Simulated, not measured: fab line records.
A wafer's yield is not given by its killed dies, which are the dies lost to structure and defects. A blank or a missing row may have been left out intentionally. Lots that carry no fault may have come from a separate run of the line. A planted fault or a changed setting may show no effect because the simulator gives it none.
A single fault, viewed from 2 desks -- flow sfqLine -- every desk sees just its own numbers, and what lay behind them comes last

== THE TOOL OWNER'S DESK: rieMetal-01 ==
The tool's own readings at SFQ_TRILAYER_M4_BARC_OPEN_METAL_ETCH_123 (etches BARC in O2, target depth 125 nm, time 41.7 s): means of the sampled wafers that have a number, for each lot that ran on this tool. Marked OUT: a lot whose mean sits more than 4 standard deviations from the usual mean, which makes it out of limits; the brackets give that distance.
Columns: A = chamberPressureMTorr at SFQ_TRILAYER_M4_BARC_OPEN_METAL_ETCH_123, usual 9.998 mTorr; B = drypumpMotorCurrentA at SFQ_TRILAYER_M4_BARC_OPEN_METAL_ETCH_123, usual 5.97 A; C = heBacksideLeakSccm at SFQ_TRILAYER_M4_BARC_OPEN_METAL_ETCH_123, usual 3.53 sccm; D = oesProductAu at SFQ_TRILAYER_M4_BARC_OPEN_METAL_ETCH_123, usual 0.685 a.u.; E = rfFwdPowerW at SFQ_TRILAYER_M4_BARC_OPEN_METAL_ETCH_123, usual 593.7 W; F = runLengthS at SFQ_TRILAYER_M4_BARC_OPEN_METAL_ETCH_123, usual 70.0 s
lot,first seen here,A,B,C,D,E,F
L685,day 35 08:07,9.994,6.29,3.45,0.681,596.3,69.4
L702,day 41 06:14,9.993,6.28,3.50,0.704,593.8,67.9
This desk's finding: nothing out of limits on any of the 2 lots.

== AT THE METROLOGY DESK ==
Means of the sampled wafers that have a number, per lot and without regard to the tool the lot ran on: this is what the gauges read. Marked OUT: a lot whose mean sits more than 4 standard deviations from the usual mean, which makes it out of limits; the brackets give that distance.
Columns: A = M4_NB_RS at SFQ_M4_RS_MEAS_924, usual 0.890 ohm/sq; B = M4_OVL at SFQ_M4_OVL_MEAS_926, usual 0 nm
lot,first seen here,A,B
L685,day 32 11:02,0.878,-4
L694,day 36 07:53,0.894,-7
L702,day 39 02:41,0.890,6
L705,day 40 13:38,0.888,4
L706,day 40 16:04,0.884,-10
This desk's finding: nothing out of limits on any of the 5 lots.

== BROUGHT TOGETHER ==
Nothing out of limits was seen by the tool owner's desk.
Metrology desk: nothing out of limits seen.

== WHAT WAS PUT IN BY THE SIMULATOR ==
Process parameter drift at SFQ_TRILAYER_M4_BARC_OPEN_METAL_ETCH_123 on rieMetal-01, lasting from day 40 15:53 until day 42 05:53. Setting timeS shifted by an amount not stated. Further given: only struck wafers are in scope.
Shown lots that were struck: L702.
